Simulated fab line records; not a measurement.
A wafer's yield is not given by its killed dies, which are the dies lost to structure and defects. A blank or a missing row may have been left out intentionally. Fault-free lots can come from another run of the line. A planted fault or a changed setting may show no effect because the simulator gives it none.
fab line records	flow sky130
record lots=24	wafers=72	last_day=50
route steps=708 shown CONTACT@429 METAL1@435 VIA1@470
lots untouched by any fault: they come from a run of this same line in which no faults occurred
start_h: start of the lot's first displayed wafer, in hours after the record's first day	wait_h: time in hours since the lot's previous step	" identical to the entry in the row above	L1.1+2: a row that stands for several wafers	- value missing, or start not given	* or withheld: withheld	< > ~ a bound
route shown NAME@n: names a module that has steps shown in the file, with the first one's number in the route	usual: mean/standard deviation of fault-free wafers	same: alike in all rows	chamber/n: place in a boat	sites: the reading at each site	_std_site: the standard deviation of these	_edge_site: mean of outer sites minus mean of inner sites	radius_mm: for every site, how far away it sits from the centre of the wafer	mask NAME#n: copy n	behind: the tool/chamber that last shaped the wafer	hold: cause of the lot's hold/its duration in hours/its outcome	device: the n, p or np transistor that did not switch	end of line: tests of these same wafers at the route's end	a step with no rows: only its recipe	killed: not the wafer's yield, but the dies lost to structure and defects at the first sort	map: dies across one wafer; x = killed, . = not, _ = none there
set.NAME: the setting the step ran with; set.NAME@STEP: the setting that earlier step ran with	model.NAME: the simulator's own value behind a step, which no gauge read
steps of the route over a sample of lots; a table a step, a row a wafer
services: the hour from which a tool's chamber was out of use, counted from the record's first day as start_h (under 0 if before that day), plus the number of hours and why
## steps
# step SKY_CONTACT_SPUTTER_23
# recipe material=TiN	target_thk_nm=20	chamber_pressure_pa=5	power_w=4000	time_s=80
# usual throttle_valve_pct=29.4/1.5
lot.wafer	tool	chamber	start_h	wait_h	throttle_valve_pct
L074.3	pvd_sputter-02	-	727.97	0.0	28.8
L074.5	"	-	"	"	28.8
L074.6	"	-	"	"	25.7
L075.1	pvd_sputter-03	-	737.37	0.0	30.1
L075.4	"	-	"	"	30.3
L075.6	"	-	"	"	29.3
L076.1	pvd_sputter-03	-	777.94	0.0	30.6
L076.2	"	-	"	"	30.2
L076.6	"	-	"	"	29.9
L078.1	pvd_sputter-03	-	779.69	0.0	30.2
L078.3	"	-	"	"	31.1
L078.6	"	-	"	"	29.4
L077.1	pvd_sputter-04	-	780.89	0.0	30.5
L077.4	"	-	"	"	29.5
L077.5	"	-	"	"	30.2
L080.2	pvd_sputter-02	-	789.03	0.0	26.1
L080.5	"	-	"	"	26.0
L080.6	"	-	"	"	30.4
L079.3	pvd_sputter-04	-	791.20	0.0	29.0
L079.4	"	-	"	"	30.3
L079.5	"	-	"	"	29.0
L082.2	pvd_sputter-02	-	797.71	0.0	30.0
L082.5	"	-	"	"	26.0
L082.6	"	-	"	"	29.2
L081.3	pvd_sputter-02	-	799.51	0.0	30.3
L081.5	"	-	"	"	31.6
L081.6	"	-	"	"	28.4
L084.1	pvd_sputter-04	-	806.17	0.0	29.6
L084.5	"	-	"	"	27.8
L084.6	"	-	"	"	30.3
L083.1	pvd_sputter-03	-	812.31	0.0	30.4
L083.2	"	-	"	"	30.8
L083.4	"	-	"	"	29.9
L085.3	pvd_sputter-03	-	815.78	0.0	30.2
L085.5	"	-	"	"	31.0
L085.6	"	-	"	"	30.2
L086.1	pvd_sputter-02	-	820.18	0.0	30.4
L086.2	"	-	"	"	31.5
L086.4	"	-	"	"	28.8
L087.2	pvd_sputter-03	-	832.03	0.0	30.1
L087.3	"	-	"	"	29.9
L087.5	"	-	"	"	30.2
L088.1	pvd_sputter-04	-	832.87	0.0	28.9
L088.2	"	-	"	"	28.0
L088.4	"	-	"	"	29.5
L089.2	pvd_sputter-03	-	843.41	0.0	29.9
L089.5	"	-	"	"	30.2
L089.6	"	-	"	"	30.1
L090.2	pvd_sputter-02	-	853.47	0.0	31.7
L090.4	"	-	"	"	30.1
L090.5	"	-	"	"	28.8
L091.3	pvd_sputter-02	-	857.75	0.0	26.0
L091.4	"	-	"	"	29.2
L091.5	"	-	"	"	28.8
L092.2	pvd_sputter-04	-	870.73	0.0	30.2
L092.4	"	-	"	"	29.5
L092.6	"	-	"	"	30.1
L093.1	pvd_sputter-02	-	878.23	0.0	28.9
L093.2	"	-	"	"	31.8
L093.6	"	-	"	"	30.2
L094.1	pvd_sputter-03	-	881.61	0.0	31.1
L094.3	"	-	"	"	30.0
L094.6	"	-	"	"	29.9
L095.1	pvd_sputter-02	-	886.33	0.0	28.7
L095.3	"	-	"	"	25.8
L095.5	"	-	"	"	31.6
L096.3	pvd_sputter-04	-	900.88	0.0	28.7
L096.5	"	-	"	"	29.1
L096.6	"	-	"	"	27.9
L097.1	pvd_sputter-03	-	901.48	0.0	29.3
L097.2	"	-	"	"	30.0
L097.5	"	-	"	"	30.9
# step SKY_METAL1_SPUTTER_01
# recipe material=TiN	target_thk_nm=20	power_w=6500	time_s=16.7	chamber_pressure_pa=0.4
# usual throttle_valve_pct=30.1/1.1
lot.wafer	tool	chamber	start_h	wait_h	throttle_valve_pct
L074.3	pvd_sputter-01	-	728.65	0.0	29.2
L074.5	"	-	"	"	30.3
L074.6	"	-	"	"	28.9
L075.1	pvd_sputter-01	-	738.05	0.0	31.8
L075.4	"	-	"	"	30.9
L075.6	"	-	"	"	29.3
L076.1	pvd_sputter-04	-	778.88	0.0	30.2
L076.2	"	-	"	"	28.8
L076.6	"	-	"	"	29.4
L078.1	pvd_sputter-03	-	780.36	0.0	29.3
L078.3	"	-	"	"	30.4
L078.6	"	-	"	"	29.3
L077.1	pvd_sputter-01	-	781.57	0.0	31.9
L077.4	"	-	"	"	30.3
L077.5	"	-	"	"	31.9
L080.2	pvd_sputter-03	-	789.71	0.0	30.9
L080.5	"	-	"	"	31.0
L080.6	"	-	"	"	30.0
L079.3	pvd_sputter-01	-	791.87	0.0	28.8
L079.4	"	-	"	"	31.1
L079.5	"	-	"	"	30.5
L082.2	pvd_sputter-01	-	798.39	0.0	31.0
L082.5	"	-	"	"	32.2
L082.6	"	-	"	"	31.1
L081.3	pvd_sputter-04	-	800.18	0.0	30.1
L081.5	"	-	"	"	29.2
L081.6	"	-	"	"	28.1
L084.1	pvd_sputter-01	-	806.84	0.0	29.0
L084.5	"	-	"	"	30.5
L084.6	"	-	"	"	31.8
L083.1	pvd_sputter-03	-	812.98	0.0	30.2
L083.2	"	-	"	"	29.1
L083.4	"	-	"	"	30.0
L085.3	pvd_sputter-04	-	816.45	0.0	27.9
L085.5	"	-	"	"	29.6
L085.6	"	-	"	"	28.8
L086.1	pvd_sputter-03	-	820.86	0.0	29.3
L086.2	"	-	"	"	30.0
L086.4	"	-	"	"	30.3
L087.2	pvd_sputter-01	-	832.70	0.0	31.4
L087.3	"	-	"	"	30.8
L087.5	"	-	"	"	29.1
L088.1	pvd_sputter-01	-	833.55	0.0	30.8
L088.2	"	-	"	"	30.8
L088.4	"	-	"	"	29.0
L089.2	pvd_sputter-04	-	844.08	0.0	29.1
L089.5	"	-	"	"	29.0
L089.6	"	-	"	"	28.1
L090.2	pvd_sputter-04	-	854.15	0.0	29.4
L090.4	"	-	"	"	29.0
L090.5	"	-	"	"	29.0
L091.3	pvd_sputter-03	-	858.42	0.0	30.1
L091.4	"	-	"	"	30.8
L091.5	"	-	"	"	29.2
L092.2	pvd_sputter-03	-	871.40	0.0	30.2
L092.4	"	-	"	"	29.9
L092.6	"	-	"	"	30.2
L093.1	pvd_sputter-01	-	879.02	0.0	29.1
L093.2	"	-	"	"	30.4
L093.6	"	-	"	"	29.1
L094.1	pvd_sputter-01	-	882.55	0.0	30.5
L094.3	"	-	"	"	30.8
L094.6	"	-	"	"	32.1
L095.1	pvd_sputter-01	-	887.00	0.0	31.1
L095.3	"	-	"	"	28.9
L095.5	"	-	"	"	30.6
L096.3	pvd_sputter-04	-	901.56	0.0	28.1
L096.5	"	-	"	"	27.7
L096.6	"	-	"	"	30.2
L097.1	pvd_sputter-03	-	902.16	0.0	29.3
L097.2	"	-	"	"	30.8
L097.5	"	-	"	"	29.2
# step SKY_METAL1_SPUTTER_02
# recipe material=AlCu	target_thk_nm=250	power_w=10600	time_s=13.3	chamber_pressure_pa=0.4173
# usual throttle_valve_pct=30.1/1.1
lot.wafer	tool	chamber	start_h	wait_h	throttle_valve_pct
L074.3	pvd_sputter-01	-	728.67	0.0	29.3
L074.5	"	-	"	"	30.7
L074.6	"	-	"	"	29.1
L075.1	pvd_sputter-01	-	738.07	0.0	31.9
L075.4	"	-	"	"	31.0
L075.6	"	-	"	"	28.9
L076.1	pvd_sputter-04	-	778.90	0.0	30.4
L076.2	"	-	"	"	29.0
L076.6	"	-	"	"	29.6
L078.1	pvd_sputter-03	-	780.39	0.0	29.3
L078.3	"	-	"	"	30.5
L078.6	"	-	"	"	29.2
L077.1	pvd_sputter-01	-	781.59	0.0	32.0
L077.4	"	-	"	"	30.5
L077.5	"	-	"	"	32.0
L080.2	pvd_sputter-03	-	789.73	0.0	30.9
L080.5	"	-	"	"	30.7
L080.6	"	-	"	"	30.2
L079.3	pvd_sputter-01	-	791.90	0.0	28.7
L079.4	"	-	"	"	31.4
L079.5	"	-	"	"	30.3
L082.2	pvd_sputter-01	-	798.41	0.0	31.2
L082.5	"	-	"	"	32.0
L082.6	"	-	"	"	31.2
L081.3	pvd_sputter-04	-	800.20	0.0	30.2
L081.5	"	-	"	"	29.1
L081.6	"	-	"	"	28.0
L084.1	pvd_sputter-01	-	806.86	0.0	28.9
L084.5	"	-	"	"	30.4
L084.6	"	-	"	"	31.9
L083.1	pvd_sputter-03	-	813.01	0.0	30.3
L083.2	"	-	"	"	29.4
L083.4	"	-	"	"	29.8
L085.3	pvd_sputter-04	-	816.48	0.0	27.9
L085.5	"	-	"	"	29.6
L085.6	"	-	"	"	28.9
L086.1	pvd_sputter-03	-	820.88	0.0	29.2
L086.2	"	-	"	"	30.0
L086.4	"	-	"	"	30.3
L087.2	pvd_sputter-01	-	832.73	0.0	31.9
L087.3	"	-	"	"	30.9
L087.5	"	-	"	"	29.0
L088.1	pvd_sputter-01	-	833.57	0.0	31.1
L088.2	"	-	"	"	30.9
L088.4	"	-	"	"	29.0
L089.2	pvd_sputter-04	-	844.11	0.0	29.1
L089.5	"	-	"	"	28.7
L089.6	"	-	"	"	27.7
L090.2	pvd_sputter-04	-	854.17	0.0	29.4
L090.4	"	-	"	"	29.0
L090.5	"	-	"	"	29.1
L091.3	pvd_sputter-03	-	858.45	0.0	29.9
L091.4	"	-	"	"	30.9
L091.5	"	-	"	"	29.5
L092.2	pvd_sputter-03	-	871.42	0.0	30.1
L092.4	"	-	"	"	29.9
L092.6	"	-	"	"	30.2
L093.1	pvd_sputter-01	-	879.05	0.0	29.1
L093.2	"	-	"	"	30.4
L093.6	"	-	"	"	29.1
L094.1	pvd_sputter-01	-	882.58	0.0	30.5
L094.3	"	-	"	"	31.2
L094.6	"	-	"	"	31.8
L095.1	pvd_sputter-01	-	887.03	0.0	30.9
L095.3	"	-	"	"	28.8
L095.5	"	-	"	"	30.7
L096.3	pvd_sputter-04	-	901.58	0.0	27.9
L096.5	"	-	"	"	28.0
L096.6	"	-	"	"	30.4
L097.1	pvd_sputter-03	-	902.18	0.0	29.3
L097.2	"	-	"	"	30.8
L097.5	"	-	"	"	29.2
# step SKY_METAL1_DESCUM_17
# recipe chemistry=O2	source_power_w=150	bias_power_w=0	pressure_mtorr=10	temp_c=40	time_s=8
# usual drypump_motor_current_A=5.4/0.31	oes_product_au=0.995/0.016
lot.wafer	tool	chamber	start_h	wait_h	drypump_motor_current_A	oes_product_au	rf_hours_counter_h
L074.3	rie_metal-01	1	755.46	0.0	5.8	1.019	-
L074.5	"	0	"	"	5.0	0.985	-
L074.6	"	1	"	"	5.8	1.017	-
L075.1	rie_metal-01	1	764.80	0.0	5.8	1.021	2.4
L075.4	"	1	"	"	5.8	1.019	-
L075.6	"	1	"	"	5.8	1.029	-
L076.1	rie_metal-01	0	806.10	0.0	5.0	0.984	4.8
L076.2	"	0	"	"	5.0	0.987	-
L076.6	"	0	"	"	5.0	0.980	-
L078.1	rie_metal-02	0	807.46	0.0	5.6	0.991	5.8
L078.3	"	0	"	"	5.6	0.995	-
L078.6	"	1	"	"	5.5	0.987	-
L077.1	rie_metal-04	1	809.05	0.0	5.0	0.997	0.4
L077.4	"	1	"	"	5.1	0.999	-
L077.5	"	0	"	"	5.6	1.006	-
L080.2	rie_metal-02	0	817.34	0.0	5.6	0.992	6.1
L080.5	"	1	"	"	5.5	0.986	-
L080.6	"	0	"	"	5.6	0.991	-
L079.3	rie_metal-04	0	818.81	0.0	5.6	1.013	-
L079.4	"	1	"	"	5.0	0.998	-
L079.5	"	1	"	"	5.1	1.000	-
L082.2	rie_metal-01	0	825.00	0.0	5.0	0.980	5.5
L082.5	"	0	"	"	5.0	0.990	-
L082.6	"	1	"	"	5.8	1.026	-
L081.3	rie_metal-01	0	827.15	0.0	5.0	0.988	-
L081.5	"	1	"	"	5.8	1.025	-
L081.6	"	0	"	"	5.0	0.981	-
L084.1	rie_metal-01	0	833.45	0.0	5.0	0.988	5.8
L084.5	"	1	"	"	5.8	1.011	-
L084.6	"	0	"	"	5.0	0.977	-
L083.1	rie_metal-04	1	839.15	0.0	5.0	1.004	1.2
L083.2	"	0	"	"	5.6	1.015	3.7
L083.4	"	1	"	"	5.1	1.003	-
L085.3	rie_metal-02	1	842.85	0.0	5.4	0.980	-
L085.5	"	1	"	"	5.4	0.981	-
L085.6	"	0	"	"	5.6	1.000	-
L086.1	rie_metal-01	0	846.45	0.0	5.0	0.975	6.1
L086.2	"	1	"	"	5.8	1.018	4.5
L086.4	"	1	"	"	5.8	1.009	-
L087.2	rie_metal-02	1	858.54	0.0	5.5	0.986	8.7
L087.3	"	0	"	"	5.6	0.989	-
L087.5	"	0	"	"	5.6	0.978	-
L088.1	rie_metal-01	1	859.05	0.0	5.8	1.021	4.8
L088.2	"	0	"	"	5.0	0.984	6.5
L088.4	"	0	"	"	5.0	0.988	-
L089.2	rie_metal-02	0	870.39	0.0	5.6	0.978	8.0
L089.5	"	0	"	"	5.6	0.976	-
L089.6	"	1	"	"	5.4	0.999	-
L090.2	rie_metal-02	0	880.85	0.0	5.7	0.990	8.6
L090.4	"	0	"	"	5.6	0.967	-
L090.5	"	1	"	"	5.5	0.979	-
L091.3	rie_metal-02	1	885.61	0.0	5.4	0.993	-
L091.4	"	0	"	"	5.6	0.988	-
L091.5	"	1	"	"	5.4	0.987	-
L092.2	rie_metal-04	0	898.44	0.0	5.6	0.995	6.3
L092.4	"	1	"	"	5.1	0.989	-
L092.6	"	1	"	"	5.1	0.994	-
L093.1	rie_metal-02	1	905.34	0.0	5.5	0.975	10.7
L093.2	"	0	"	"	5.6	0.989	9.5
L093.6	"	0	"	"	5.7	0.982	-
L094.1	rie_metal-01	1	909.11	0.0	5.8	1.024	7.5
L094.3	"	1	"	"	5.8	1.024	-
L094.6	"	0	"	"	5.0	0.989	-
L095.1	rie_metal-02	0	912.45	0.0	5.6	0.993	9.6
L095.3	"	0	"	"	5.6	0.988	-
L095.5	"	0	"	"	5.6	0.986	-
L096.3	rie_metal-01	0	925.66	0.0	5.0	0.966	-
L096.5	"	1	"	"	5.8	1.030	-
L096.6	"	0	"	"	5.0	0.977	-
L097.1	rie_metal-01	1	926.99	0.0	5.8	1.028	8.1
L097.2	"	0	"	"	5.0	0.976	9.7
L097.5	"	1	"	"	5.8	1.014	-
# step SKY_VIA1_CD_MEAS_12
# recipe target_cd_nm=150
# usual cd_nm=149.6/1.4
lot.wafer	tool	chamber	start_h	wait_h	cd_nm
L074.3	cd_sem-02	-	782.43	-	148.9
L074.5	"	-	"	"	149.9
L074.6	"	-	"	"	150.4
L075.1	cd_sem-02	-	792.79	-	148.5
L075.4	"	-	"	"	148.8
L075.6	"	-	"	"	149.1
L076.1	cd_sem-02	-	834.54	-	151.1
L076.2	"	-	"	"	150.4
L076.6	"	-	"	"	152.0
L078.1	cd_sem-01	-	834.89	-	149.4
L078.3	"	-	"	"	149.9
L078.6	"	-	"	"	149.1
L077.1	cd_sem-01	-	836.39	-	148.7
L077.4	"	-	"	"	149.9
L077.5	"	-	"	"	148.5
L080.2	cd_sem-01	-	844.01	-	149.8
L080.5	"	-	"	"	149.2
L080.6	"	-	"	"	150.0
L079.3	cd_sem-01	-	845.58	-	148.7
L079.4	"	-	"	"	149.5
L079.5	"	-	"	"	147.8
L082.2	cd_sem-01	-	852.34	-	147.9
L082.5	"	-	"	"	148.3
L082.6	"	-	"	"	147.1
L081.3	cd_sem-02	-	854.76	-	150.6
L081.5	"	-	"	"	150.6
L081.6	"	-	"	"	149.4
L084.1	cd_sem-02	-	861.52	-	149.8
L084.5	"	-	"	"	148.4
L084.6	"	-	"	"	149.6
L083.1	cd_sem-01	-	866.39	-	151.4
L083.2	"	-	"	"	149.7
L083.4	"	-	"	"	150.5
L085.3	cd_sem-01	-	870.24	-	147.5
L085.5	"	-	"	"	149.6
L085.6	"	-	"	"	150.6
L086.1	cd_sem-01	-	874.37	-	148.7
L086.2	"	-	"	"	152.0
L086.4	"	-	"	"	148.7
L087.2	cd_sem-01	-	886.76	-	152.4
L087.3	"	-	"	"	151.9
L087.5	"	-	"	"	152.1
L088.1	cd_sem-01	-	887.39	-	150.7
L088.2	"	-	"	"	151.1
L088.4	"	-	"	"	149.4
L089.2	cd_sem-02	-	898.66	-	149.7
L089.5	"	-	"	"	149.1
L089.6	"	-	"	"	149.9
L090.2	cd_sem-02	-	907.72	-	150.6
L090.4	"	-	"	"	150.3
L090.5	"	-	"	"	151.4
L091.3	cd_sem-01	-	911.99	-	147.5
L091.4	"	-	"	"	148.0
L091.5	"	-	"	"	146.3
L092.2	cd_sem-01	-	923.97	-	149.2
L092.4	"	-	"	"	149.9
L092.6	"	-	"	"	148.1
L093.1	cd_sem-01	-	931.32	-	149.6
L093.2	"	-	"	"	148.6
L093.6	"	-	"	"	148.7
L094.1	cd_sem-01	-	935.15	-	148.6
L094.3	"	-	"	"	149.7
L094.6	"	-	"	"	150.1
L095.1	cd_sem-02	-	938.49	-	149.1
L095.3	"	-	"	"	148.8
L095.5	"	-	"	"	149.1
L096.3	cd_sem-02	-	951.83	-	151.5
L096.5	"	-	"	"	152.7
L096.6	"	-	"	"	151.1
L097.1	cd_sem-02	-	953.17	-	147.1
L097.2	"	-	"	"	148.0
L097.5	"	-	"	"	147.3
# step SKY_VIA1_RS_MEAS_22
# recipe thk_meas_gauge=four-point-probe	reads=W_of_VIA1_CVD_21+TiN_of_VIA1_SPUTTER_20
# usual VIA1_W_RS=0.427/0.0054
lot.wafer	tool	chamber	start_h	wait_h	VIA1_W_RS[ohm/sq]
L074.3	film_metro-04	-	783.43	0.1	0.433
L074.5	"	-	"	"	0.434
L074.6	"	-	"	"	0.427
L075.1	film_metro-03	-	793.78	0.1	0.440
L075.4	"	-	"	"	0.427
L075.6	"	-	"	"	0.438
L076.1	film_metro-03	-	835.53	0.1	0.427
L076.2	"	-	"	"	0.421
L076.6	"	-	"	"	0.421
L078.1	film_metro-02	-	835.88	0.1	0.437
L078.3	"	-	"	"	0.433
L078.6	"	-	"	"	0.433
L077.1	film_metro-04	-	837.38	0.1	0.422
L077.4	"	-	"	"	0.425
L077.5	"	-	"	"	0.424
L080.2	film_metro-03	-	845.05	0.1	0.439
L080.5	"	-	"	"	0.440
L080.6	"	-	"	"	0.427
L079.3	film_metro-04	-	846.62	0.1	0.427
L079.4	"	-	"	"	0.427
L079.5	"	-	"	"	0.421
L082.2	film_metro-02	-	853.33	0.1	0.424
L082.5	"	-	"	"	0.427
L082.6	"	-	"	"	0.420
L081.3	film_metro-03	-	855.75	0.1	0.422
L081.5	"	-	"	"	0.434
L081.6	"	-	"	"	0.425
L084.1	film_metro-04	-	862.51	0.1	0.431
L084.5	"	-	"	"	0.441
L084.6	"	-	"	"	0.424
L083.1	film_metro-03	-	867.38	0.1	0.425
L083.2	"	-	"	"	0.437
L083.4	"	-	"	"	0.424
L085.3	film_metro-03	-	871.23	0.1	0.416
L085.5	"	-	"	"	0.426
L085.6	"	-	"	"	0.415
L086.1	film_metro-02	-	875.36	0.1	0.424
L086.2	"	-	"	"	0.433
L086.4	"	-	"	"	0.432
L087.2	film_metro-04	-	887.75	0.1	0.422
L087.3	"	-	"	"	0.424
L087.5	"	-	"	"	0.422
L088.1	film_metro-02	-	888.38	0.1	0.421
L088.2	"	-	"	"	0.422
L088.4	"	-	"	"	0.425
L089.2	film_metro-03	-	899.65	0.1	0.417
L089.5	"	-	"	"	0.420
L089.6	"	-	"	"	0.424
L090.2	film_metro-03	-	908.80	0.1	0.432
L090.4	"	-	"	"	0.435
L090.5	"	-	"	"	0.426
L091.3	film_metro-04	-	912.98	0.1	0.421
L091.4	"	-	"	"	0.429
L091.5	"	-	"	"	0.417
L092.2	film_metro-03	-	924.96	0.1	0.425
L092.4	"	-	"	"	0.428
L092.6	"	-	"	"	0.434
L093.1	film_metro-03	-	932.32	0.1	0.430
L093.2	"	-	"	"	0.439
L093.6	"	-	"	"	0.432
L094.1	film_metro-03	-	936.18	0.1	0.423
L094.3	"	-	"	"	0.426
L094.6	"	-	"	"	0.419
L095.1	film_metro-03	-	939.52	0.1	0.429
L095.3	"	-	"	"	0.427
L095.5	"	-	"	"	0.434
L096.3	film_metro-02	-	953.25	0.1	0.425
L096.5	"	-	"	"	0.426
L096.6	"	-	"	"	0.427
L097.1	film_metro-03	-	954.57	0.1	0.422
L097.2	"	-	"	"	0.423
L097.5	"	-	"	"	0.422
## services
tool	chamber	start_h	hours	kind
rie_metal-02	-	712.57	0.6	repair
pvd_sputter-01	-	713.34	9.1	repair
pvd_sputter-02	-	716.49	2.7	repair
pvd_sputter-03	-	718.10	6.2	repair
rie_metal-02	-	722.59	2.8	pm
pvd_sputter-03	2	732.51	-	consumable_replace:kit
pvd_sputter-03	2	732.51	18.0	scheduled_down
pvd_sputter-03	2	732.51	18.0	vent_cycle
rie_metal-01	0	733.44	15.8	repair
rie_metal-01	1	738.84	12.5	repair
rie_metal-01	0	749.35	5.2	repair
rie_metal-01	-	779.79	10.0	pm
rie_metal-04	-	794.93	2.8	pm
rie_metal-01	1	796.18	11.2	repair
pvd_sputter-02	-	803.75	4.4	repair
pvd_sputter-04	-	828.49	2.8	repair
pvd_sputter-01	-	842.46	0.5	repair
pvd_sputter-03	-	850.45	5.4	repair
pvd_sputter-03	-	850.84	1.9	repair
pvd_sputter-01	-	866.82	1.1	repair
rie_metal-01	-	872.11	2.8	pm
pvd_sputter-04	-	888.62	10.4	repair
pvd_sputter-03	-	889.20	6.1	repair
rie_metal-02	1	911.44	6.3	repair
## key
fault none
